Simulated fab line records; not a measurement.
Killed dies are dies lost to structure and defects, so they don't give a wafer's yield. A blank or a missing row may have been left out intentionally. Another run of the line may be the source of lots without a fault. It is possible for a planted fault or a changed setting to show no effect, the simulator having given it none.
Split-lot trial || flow sky130 || 23 wafers read from 5 lots, route of 708 steps

== THE SPLIT ITSELF ==
At SKY_METAL5_SPUTTER_01 (material TiN, target thk 20 nm, time 16.7 s), the setting power_w was moved away from the recipe's 6500 W on 7 of the 23 wafers read, by +6.7% to +9.4%. All remaining wafers had this setting at the recipe value.

The split's own step is where the reading is taken.

== THE READING ==
TiN_of_METAL5_SPUTTER_01.thk_nm (the simulator's own value, which no gauge read), in nm, at SKY_METAL5_SPUTTER_01 (material TiN, target thk 20 nm, time 16.7 s). The file gives no usual value for it. Average 20.06 nm, standard deviation 0.24 nm, over the 16 wafers here run with the recipe.

{"wafer": "L077.1", "tool, chamber at the split": "pvd_sputter-02, -", "power_w as run, W": 6500, "against the recipe": "recipe", "TiN_of_METAL5_SPUTTER_01.thk_nm, nm": 20.2, "against lot-mates on the recipe": "-"}
{"wafer": "L077.2", "tool, chamber at the split": "pvd_sputter-02, -", "power_w as run, W": 6946, "against the recipe": "+6.9%", "TiN_of_METAL5_SPUTTER_01.thk_nm, nm": 21.25, "against lot-mates on the recipe": "+1.11"}
{"wafer": "L077.4", "tool, chamber at the split": "pvd_sputter-02, -", "power_w as run, W": 6500, "against the recipe": "recipe", "TiN_of_METAL5_SPUTTER_01.thk_nm, nm": 19.95, "against lot-mates on the recipe": "-"}
{"wafer": "L077.5", "tool, chamber at the split": "pvd_sputter-02, -", "power_w as run, W": 6500, "against the recipe": "recipe", "TiN_of_METAL5_SPUTTER_01.thk_nm, nm": 20.27, "against lot-mates on the recipe": "-"}
{"wafer": "L077.6", "tool, chamber at the split": "pvd_sputter-02, -", "power_w as run, W": 6946, "against the recipe": "+6.9%", "TiN_of_METAL5_SPUTTER_01.thk_nm, nm": 21.27, "against lot-mates on the recipe": "+1.13"}
{"wafer": "L078.1", "tool, chamber at the split": "pvd_sputter-03, -", "power_w as run, W": 6500, "against the recipe": "recipe", "TiN_of_METAL5_SPUTTER_01.thk_nm, nm": 19.73, "against lot-mates on the recipe": "-"}
{"wafer": "L078.2", "tool, chamber at the split": "pvd_sputter-03, -", "power_w as run, W": 6500, "against the recipe": "recipe", "TiN_of_METAL5_SPUTTER_01.thk_nm, nm": 19.59, "against lot-mates on the recipe": "-"}
{"wafer": "L078.3", "tool, chamber at the split": "pvd_sputter-03, -", "power_w as run, W": 6500, "against the recipe": "recipe", "TiN_of_METAL5_SPUTTER_01.thk_nm, nm": 20.03, "against lot-mates on the recipe": "-"}
{"wafer": "L078.4", "tool, chamber at the split": "pvd_sputter-03, -", "power_w as run, W": 6500, "against the recipe": "recipe", "TiN_of_METAL5_SPUTTER_01.thk_nm, nm": 20.14, "against lot-mates on the recipe": "-"}
{"wafer": "L078.5", "tool, chamber at the split": "pvd_sputter-03, -", "power_w as run, W": 6500, "against the recipe": "recipe", "TiN_of_METAL5_SPUTTER_01.thk_nm, nm": 19.55, "against lot-mates on the recipe": "-"}
{"wafer": "L081.1", "tool, chamber at the split": "pvd_sputter-01, -", "power_w as run, W": 6500, "against the recipe": "recipe", "TiN_of_METAL5_SPUTTER_01.thk_nm, nm": 20.38, "against lot-mates on the recipe": "-"}
{"wafer": "L081.4", "tool, chamber at the split": "pvd_sputter-01, -", "power_w as run, W": 6500, "against the recipe": "recipe", "TiN_of_METAL5_SPUTTER_01.thk_nm, nm": 20.12, "against lot-mates on the recipe": "-"}
{"wafer": "L081.5", "tool, chamber at the split": "pvd_sputter-01, -", "power_w as run, W": 6500, "against the recipe": "recipe", "TiN_of_METAL5_SPUTTER_01.thk_nm, nm": 20.29, "against lot-mates on the recipe": "-"}
{"wafer": "L082.2", "tool, chamber at the split": "pvd_sputter-02, -", "power_w as run, W": 6934, "against the recipe": "+6.7%", "TiN_of_METAL5_SPUTTER_01.thk_nm, nm": 21.13, "against lot-mates on the recipe": "+1.08"}
{"wafer": "L082.3", "tool, chamber at the split": "pvd_sputter-02, -", "power_w as run, W": 6934, "against the recipe": "+6.7%", "TiN_of_METAL5_SPUTTER_01.thk_nm, nm": 20.87, "against lot-mates on the recipe": "+0.82"}
{"wafer": "L082.4", "tool, chamber at the split": "pvd_sputter-02, -", "power_w as run, W": 6934, "against the recipe": "+6.7%", "TiN_of_METAL5_SPUTTER_01.thk_nm, nm": 21.36, "against lot-mates on the recipe": "+1.31"}
{"wafer": "L082.5", "tool, chamber at the split": "pvd_sputter-02, -", "power_w as run, W": 6500, "against the recipe": "recipe", "TiN_of_METAL5_SPUTTER_01.thk_nm, nm": 20.01, "against lot-mates on the recipe": "-"}
{"wafer": "L082.6", "tool, chamber at the split": "pvd_sputter-02, -", "power_w as run, W": 6500, "against the recipe": "recipe", "TiN_of_METAL5_SPUTTER_01.thk_nm, nm": 20.08, "against lot-mates on the recipe": "-"}
{"wafer": "L085.1", "tool, chamber at the split": "pvd_sputter-01, -", "power_w as run, W": 6500, "against the recipe": "recipe", "TiN_of_METAL5_SPUTTER_01.thk_nm, nm": 20.14, "against lot-mates on the recipe": "-"}
{"wafer": "L085.2", "tool, chamber at the split": "pvd_sputter-01, -", "power_w as run, W": 7112, "against the recipe": "+9.4%", "TiN_of_METAL5_SPUTTER_01.thk_nm, nm": 22.47, "against lot-mates on the recipe": "+2.27"}
{"wafer": "L085.3", "tool, chamber at the split": "pvd_sputter-01, -", "power_w as run, W": 6500, "against the recipe": "recipe", "TiN_of_METAL5_SPUTTER_01.thk_nm, nm": 20.36, "against lot-mates on the recipe": "-"}
{"wafer": "L085.4", "tool, chamber at the split": "pvd_sputter-01, -", "power_w as run, W": 7112, "against the recipe": "+9.4%", "TiN_of_METAL5_SPUTTER_01.thk_nm, nm": 22.04, "against lot-mates on the recipe": "+1.84"}
{"wafer": "L085.5", "tool, chamber at the split": "pvd_sputter-01, -", "power_w as run, W": 6500, "against the recipe": "recipe", "TiN_of_METAL5_SPUTTER_01.thk_nm, nm": 20.11, "against lot-mates on the recipe": "-"}

THE FIT
A straight line over all 23 wafers: TiN_of_METAL5_SPUTTER_01.thk_nm changes by +0.197 nm for each +1% of power_w; r = +0.93; the points scatter about the line by 0.28 nm.
The same after taking each lot's own level away (the mean of its wafers on the recipe; 23 wafers): +0.188 nm for each +1%; r = +0.96; scatter 0.21 nm.
On that fit, the largest move of power_w shifts the reading by 1.8 nm.
Across the lots, their own levels run from 19.808 to 20.263 nm, a range of 1.9 times the standard deviation given above.
The two slopes agree, so the slope changes little with the lot-to-lot level.
Check: for one of the wafers moved furthest among these (+9.4%), held out of the fit, the line's prediction against its lot-mates is +1.61 nm. Against them it came out at +2.27 nm.

== OTHER SPLITS APPLIED TO THESE WAFERS ==
Other splits were also applied to these wafers ahead of the reading. Each is held against what the fit with the lots' levels taken away leaves over:
{"other split on the same wafers": "SKY_CAP2M_COAT_07 spin_rpm", "wafers away from the commonest value": 6, "r with TiN_of_METAL5_SPUTTER_01.thk_nm (lot level and that fit taken away)": -0.04}
{"other split on the same wafers": "SKY_METAL4_EXPOSE_10 dose_mj", "wafers away from the commonest value": 8, "r with TiN_of_METAL5_SPUTTER_01.thk_nm (lot level and that fit taken away)": "+0.20"}
{"other split on the same wafers": "SKY_VIA4_HDPCVD_00 time_s", "wafers away from the commonest value": 9, "r with TiN_of_METAL5_SPUTTER_01.thk_nm (lot level and that fit taken away)": "+0.06"}
{"other split on the same wafers": "SKY_VIA4_CMP_02 leave_above_ref_nm", "wafers away from the commonest value": 9, "r with TiN_of_METAL5_SPUTTER_01.thk_nm (lot level and that fit taken away)": "+0.22"}
{"other split on the same wafers": "SKY_VIA4_ETCH_12 bias_w", "wafers away from the commonest value": 8, "r with TiN_of_METAL5_SPUTTER_01.thk_nm (lot level and that fit taken away)": "+0.10"}

== THE FILE'S OWN FIT ==
TiN_of_METAL5_SPUTTER_01.thk_nm changes by +0.189 nm for each +1% of power_w, r = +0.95.
